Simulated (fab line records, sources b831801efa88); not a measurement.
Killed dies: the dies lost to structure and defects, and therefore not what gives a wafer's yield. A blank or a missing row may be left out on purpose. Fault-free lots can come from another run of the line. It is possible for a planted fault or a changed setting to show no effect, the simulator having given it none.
A lot that was struck, set against a sound lot | flow sky130 | 32 steps out of a route of 708
Sound: these wafers, L115.1, L115.4, L115.5. The struck wafers were L123.1, L123.2, L123.6. The cause is named last.
Per side, at each step with rows, come the tool, then ch with its chambers, and then its first start. Under that, the readings that differ: sound wafers | struck wafers | difference of the means | sigmas: that difference in standard deviations of wafers without a fault.
alike: words and numbers the same on both sides, and readings whose means are apart by under 2 such deviations; not compared: readings that were withheld, readings missing a value for some wafer, numbers with overlapping values and no deviation given by the record, and bounds like >300 which may hide the same value.
A row with sigmas, a row that says differs or no value, or rows on one side alone: a step with any of these is where the two part. Numbers that don't overlap but have no deviation are shown without sigmas and don't part them. A reading that every wafer of one side lacks parts them only if that side has two wafers or more.

SKY_FIELD_ISO_BOW_MEAS_00:
  sound on film_metro-03 at day 2 01:00; struck on film_metro-02 at day 3 17:00
  alike: INCOMING_BOW
SKY_FIELD_ISO_OXIDATION_01: stabilise 600 s, purge 300 s, target thk 12 nm.
  sound on furnace-01 ch 0, day 2 01:07; struck on furnace-01 ch 0, day 3 17:14
  reading                                          | sound             | struck               | difference | sigmas
  ox_time_s (s)                                    | 1843 1843 1843    | 1474.4 1474.4 1474.4 | -368.6     |
  model.SiO2_of_FIELD_ISO_OXIDATION_01.thk_nm (nm) | 12.37 12.24 12.42 | 10.23 10.16 10.14    | -2.17      |
  alike: spike_tc_top_C
SKY_FIELD_ISO_THK_MEAS_02:
  sound on film_metro-02 at day 2 02:38; struck on film_metro-02 at day 3 18:45
  reading                         | sound             | struck            | difference | sigmas
  FIELD_ISO_OXIDATION_00_THK (nm) | 12.36 12.22 12.41 | 10.24 10.14 10.10 | -2.17      | -8
then, 1 step without rows for these wafers: SKY_FIELD_ISO_CVD_03 (deposits Si3N4 from DCS/NH3, target thk 165 nm, time 2830 s).
SKY_FIELD_ISO_THK_MEAS_04:
  sound on film_metro-01 at day 2 05:22; struck on film_metro-01 at day 3 20:49
  alike: FIELD_ISO_CVD_03_THK
then, 8 steps without rows for these wafers: SKY_FIELD_ISO_DEHYDRATE_05 (time 60 s); SKY_FIELD_ISO_HMDS_06 (prime time 60 s); SKY_FIELD_ISO_COAT_07 (resist thk 60 nm); SKY_FIELD_ISO_COAT_08 (resist thk 450 nm); SKY_FIELD_ISO_SOFTBAKE_09 (time 90 s); SKY_FIELD_ISO_EXPOSE_10 (exposes mask FOM, target cd 150 nm); SKY_FIELD_ISO_PEB_11; SKY_FIELD_ISO_DEVELOP_12 (develop time 60 s).
SKY_FIELD_ISO_CD_MEAS_13: the cd target is 150 nm.
  sound on cd_sem-02 at day 2 20:47; struck on cd_sem-01 at day 4 13:17
  alike: cd_nm
SKY_FIELD_ISO_ETCH_14: etches BARC in N2/H2, stops on SiO2, time 45.9 s, target depth 60 nm.
  sound on rie_diel-04 ch 0,1, day 2 20:54; struck on rie_diel-01 ch 0,2, day 4 13:24
  alike: bias_w, chamber_pressure_mTorr, drypump_motor_current_A, oes_product_au, rf_fwd_power_W, throttle_valve_pct
  not compared: rf_hours_counter_h
SKY_FIELD_ISO_ETCH_15: etches the open film in CHF3/O2, stops on Si, target depth 180 nm, time 70.96 s.
  sound on rie_diel-04 ch 0,1, day 2 20:56; struck on rie_diel-01 ch 0,2, day 4 13:28
  alike: O2_flow_sccm, bias_w, chamber_pressure_mTorr, drypump_motor_current_A, oes_product_au, rf_fwd_power_W, throttle_valve_pct
  not compared: rf_hours_counter_h
SKY_FIELD_ISO_STRIP_16: strips in O2/N2.
  sound on plasma_asher-02 ch 0,1, day 2 21:00; struck on plasma_asher-03 ch 0,1, day 4 13:33
  alike: chamber_pressure_mTorr, drypump_motor_current_A, oes_product_au, strip_time_to_endpoint_s
  not compared: rf_hours_counter_h
SKY_FIELD_ISO_ETCH_17: etches Si in HBr/Cl2/O2, target depth 342 nm, time 97.7 s.
  sound on rie_si-02 ch 0,2, day 2 21:06; struck on rie_si-01 ch 0,1,3, day 4 13:39
  alike: HBr_flow_sccm, O2_flow_sccm, bias_w, chamber_pressure_mTorr, drypump_motor_current_A, oes_product_au, rf_fwd_power_W, throttle_valve_pct
  not compared: rf_hours_counter_h
then, 5 steps without rows for these wafers: SKY_FIELD_ISO_WET_ETCH_18 (etches Si3N4 in H3PO4, target depth 25 nm, time 286 s); SKY_FIELD_ISO_CLEAN_19 (cleans in SC1/SC2, time 150 s); SKY_FIELD_ISO_CLEAN_20 (cleans in dHF, time 20 s); SKY_FIELD_ISO_WET_ETCH_21 (etches SiO2 in dHF, target depth 20 nm, time 400 s); SKY_FIELD_ISO_OXIDATION_22 (stabilise 600 s, purge 300 s, target thk 10 nm).
SKY_FIELD_ISO_THK_MEAS_23:
  sound on film_metro-03 at day 2 22:37; struck on film_metro-01 at day 4 17:09
  alike: FIELD_ISO_OXIDATION_01_THK
then, 1 step without rows for these wafers: SKY_FIELD_ISO_CVD_24 (deposits SiO2, target thk 595 nm, time 99.2 s).
SKY_FIELD_ISO_THK_MEAS_25:
  sound on film_metro-02 at day 2 22:45; struck on film_metro-02 at day 4 17:17
  alike: FIELD_ISO_CVD_24_THK
then, 1 step without rows for these wafers: SKY_FIELD_ISO_ANNEAL_26 (time 1800 s).
SKY_FIELD_ISO_CMP_27: polishes, stops on Si3N4, t overpolish 16 s, target thk 457.8 nm.
  sound on cmp-01 ch 0,1, day 3 00:22; struck on cmp-01 ch 0,2,3, day 4 21:35
  alike: head_pressure_psi, motor_current_A, retaining_ring_pressure_frac, slurry_flow_ml_min
then, 1 step without rows for these wafers: SKY_FIELD_ISO_WET_ETCH_28 (etches SiO2 in dHF, target depth 23.7 nm, time 47 s).
SKY_FIELD_ISO_WET_ETCH_29: etches Si3N4 in H3PO4, target depth 160 nm, time 1825 s.
  sound on wet_bench-01 ch 3, day 3 00:38; struck on wet_bench-04 ch 2, day 4 21:52
  reading                                          | sound             | struck            | difference | sigmas
  model.SiO2_of_FIELD_ISO_OXIDATION_01.thk_nm (nm) | 12.04 11.92 12.09 | 9.902 9.838 9.811 | -2.166     |
  alike: temp_c
then, 1 step without rows for these wafers: SKY_FIELD_ISO_WET_ETCH_30 (etches SiO2 in dHF, target depth 25 nm, time 50 s).
-- here the record skips 43 days between the struck wafers' starts before and after, leaving off in module FIELD_ISO and picking up in module PAD_OPEN (first step shown: number 708 of the route) --
SKY_PAD_OPEN_PROBE_99:
  the record has rows for the struck wafers here (prober-02, day 48 09:11) and none for the sound ones

## WHERE THEY PART
Earliest at SKY_FIELD_ISO_THK_MEAS_02; latest, in this record, at SKY_PAD_OPEN_PROBE_99.

WHY: the cause the simulator had injected
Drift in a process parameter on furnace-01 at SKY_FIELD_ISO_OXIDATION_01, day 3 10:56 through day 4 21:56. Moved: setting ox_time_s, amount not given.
